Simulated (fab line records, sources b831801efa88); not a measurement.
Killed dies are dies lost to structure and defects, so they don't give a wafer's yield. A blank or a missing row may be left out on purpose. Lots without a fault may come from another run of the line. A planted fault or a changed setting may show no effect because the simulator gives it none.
A struck lot beside a sound one | flow gf180mcu | 44 steps out of a route of 602
Sound: wafers L423.3, L423.4, L423.6. Struck: wafers L414.3, L414.5, L414.6. The cause comes at the end.
At each step with rows: each side's tool, then ch and its chambers, then its first start. Under that, the readings that differ: sound wafers | struck wafers | difference of the means | sigmas: that difference in standard deviations of wafers without a fault.
alike: readings whose means differ by less than 2 such deviations, and words and numbers that are the same on both sides. not compared: withheld readings, readings that some wafer has no value for, bounds like >300 that may hide the same value, and numbers for which the record gives no deviation and whose values overlap.
The two part at a step that has a row with sigmas, a row that says differs or no value, or rows on one side only. Numbers that don't overlap but have no deviation are shown without sigmas and don't part them. A reading that every wafer of one side lacks parts them only if that side has two wafers or more.

first, 4 steps without rows for these wafers: GF_CONTACT_CLEAN_20 (cleans in DIW); GF_CONTACT_CLEAN_21 (cleans in dHF, time 20 s); GF_CONTACT_SPUTTER_22 (material Ti, target thk 15 nm, time 80.02 s); GF_CONTACT_SPUTTER_23 (material TiN, target thk 10 nm, time 40 s).
GF_CONTACT_CVD_24: deposits W, target thk 300 nm, time 90.339 s.
  sound on cvd_w-01 ch 0,1, day 23 08:49; struck on cvd_w-02 ch 0,1, day 20 07:58
  alike: heater_power_w
GF_CONTACT_RS_MEAS_25: measures by four-point-probe.
  sound on film_metro-04, day 23 08:57; struck on film_metro-01, day 20 08:04
  alike: CONTACT_W_RS
GF_CONTACT_THK_MEAS_26: measures by xrf.
  sound on film_metro-04, day 23 09:03; struck on film_metro-01, day 20 08:10
  alike: CONTACT_W_THK
then, 1 step without rows for these wafers: GF_CONTACT_CMP_27 (polishes, stops on SiO2, t overpolish 15 s, target thk 0 nm).
GF_M1_SPUTTER_00: material Ti, target thk 37.5 nm, time 150 s.
  sound on pvd_sputter-04, day 23 09:23; struck on pvd_sputter-04, day 20 08:31
  alike: chamber_pressure_pa, throttle_valve_pct
then, 1 step without rows for these wafers: GF_M1_SPUTTER_01 (material TiN, target thk 30 nm, time 25 s).
GF_M1_SPUTTER_02: material AlCu, target thk 450 nm, time 23.9 s.
  sound on pvd_sputter-04, day 23 09:31; struck on pvd_sputter-04, day 20 08:38
  alike: chamber_pressure_pa, throttle_valve_pct
then, 1 step without rows for these wafers: GF_M1_SPUTTER_03 (material Ti, target thk 10 nm, time 6.7 s).
GF_M1_SPUTTER_04: material TiN, target thk 50 nm, time 41.7 s.
  sound on pvd_sputter-04, day 23 09:34; struck on pvd_sputter-04, day 20 08:41
  reading                                | sound                | struck               | difference | sigmas
  chamber_pressure_pa (Pa)               | 0.3990 0.3993 0.3997 | 0.3345 0.3347 0.3368 | -0.0640    | -78
  throttle_valve_pct (%)                 | 30.3 30.0 30.6       | 32.9 34.1 33.0       | +3.0       | +3
  model.TiN_of_M1_SPUTTER_04.thk_nm (nm) | 49.59 49.46 49.19    | 52.48 51.72 51.93    | +2.63      |
GF_M1_RS_MEAS_05: measures by four-point-probe.
  sound on film_metro-02, day 23 09:39; struck on film_metro-03, day 20 08:46
  alike: M1_ALCU_RS
GF_M1_THK_MEAS_06: measures by xrf.
  sound on film_metro-02, day 23 09:45; struck on film_metro-03, day 20 08:52
  alike: M1_ALCU_THK
then, 7 steps without rows for these wafers: GF_M1_DEHYDRATE_07 (time 60 s); GF_M1_HMDS_08 (prime time 60 s); GF_M1_COAT_09 (resist thk 1000 nm); GF_M1_SOFTBAKE_10 (time 60 s); GF_M1_EXPOSE_11 (exposes mask Metal1, target cd 230 nm); GF_M1_PEB_12 (peb time 90 s); GF_M1_DEVELOP_13 (develop time 60 s).
GF_M1_CD_MEAS_14: target cd 230 nm.
  sound on cd_sem-01, day 24 08:15; struck on cd_sem-01, day 21 08:37
  alike: cd_nm
GF_M1_OVL_MEAS_15:
  sound on overlay-01, day 24 08:21; struck on overlay-01, day 21 08:43
  alike: M1_OVL
then, 1 step without rows for these wafers: GF_M1_METAL_ETCH_16 (etches the open film in Cl2/BCl3, stops on SiO2, target depth 750.8 nm, time 125.1 s).
GF_M1_STRIP_17: strips in O2/N2.
  sound on plasma_asher-03 ch 0,1, day 24 08:32; struck on plasma_asher-04 ch 0,1, day 21 08:53
  reading                      | sound          | struck         | difference | sigmas
  strip_time_to_endpoint_s (s) | 7.43 7.31 7.41 | 7.22 7.34 7.25 | -0.11      | -2
  alike: chamber_pressure_mTorr, drypump_motor_current_A, heater_power_w, o2_flow_sccm, oes_product_au
  not compared: rf_hours_counter_h
then, 3 steps without rows for these wafers: GF_M1_STRIP_18 (strips in post etch residue remover, time 1200 s); GF_M1_CLEAN_19 (cleans in DIW); GF_V1_CVD_00 (deposits SiO2, target thk 600 nm, time 100 s).
GF_V1_THK_MEAS_01:
  sound on film_metro-02, day 24 09:10; struck on film_metro-03, day 21 09:29
  alike: V1_CVD_00_THK
then, 1 step without rows for these wafers: GF_V1_CVD_02 (deposits SiO2 from TEOS, target thk 850 nm, time 94.851 s).
GF_V1_THK_MEAS_03:
  sound on film_metro-03, day 24 09:17; struck on film_metro-01, day 21 09:37
  reading            | sound       | struck      | difference | sigmas
  V1_CVD_02_THK (nm) | 833 842 840 | 849 859 862 | +18        | +2
GF_V1_CMP_04: polishes SiO2.
  sound on cmp-02 ch 0,3, day 24 09:20; struck on cmp-01 ch 0,3, day 21 09:42
  alike: motor_current_A, time_to_endpoint_s
GF_V1_BOW_MEAS_05:
  sound on film_metro-01, day 24 09:40; struck on film_metro-03, day 21 09:59
  alike: V1_BOW
then, 8 steps without rows for these wafers: GF_V1_DEHYDRATE_06 (time 60 s); GF_V1_HMDS_07 (prime time 60 s); GF_V1_COAT_08; GF_V1_COAT_09 (resist thk 1000 nm); GF_V1_SOFTBAKE_10 (time 60 s); GF_V1_EXPOSE_11 (exposes mask Via1, target cd 260 nm); GF_V1_PEB_12 (peb time 90 s); GF_V1_DEVELOP_13 (develop time 60 s).
GF_V1_STRIP_19: strips in post etch residue remover, time 1200 s.
  sound on wet_bench-01 ch 1, day 25 07:32; struck on wet_bench-01 ch 2, day 22 09:13
  reading                                | sound             | struck           | difference | sigmas
  model.TiN_of_M1_SPUTTER_04.thk_nm (nm) | 48.76 48.63 48.36 | 51.64 50.88 51.1 | +2.62      |
-- the record jumps here: 10 days lie between the struck wafers' starts before and after (it left off in module V1 and takes up again in module PASSIVATION, whose first step shown is number 602 of the route) --
GF_PASSIVATION_PROBE_99:
  the record has rows for the struck wafers here (prober-01, day 32 06:42) and none for the sound ones

WHERE THEY PART
First at GF_M1_SPUTTER_04; last, within this record, at GF_PASSIVATION_PROBE_99.

WHY: what the simulator had put in
Process parameter drift: pvd_sputter-04, from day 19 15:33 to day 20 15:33, at GF_M1_SPUTTER_04. Setting chamber_pressure_pa, moved by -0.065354, from 0.4. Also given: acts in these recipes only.
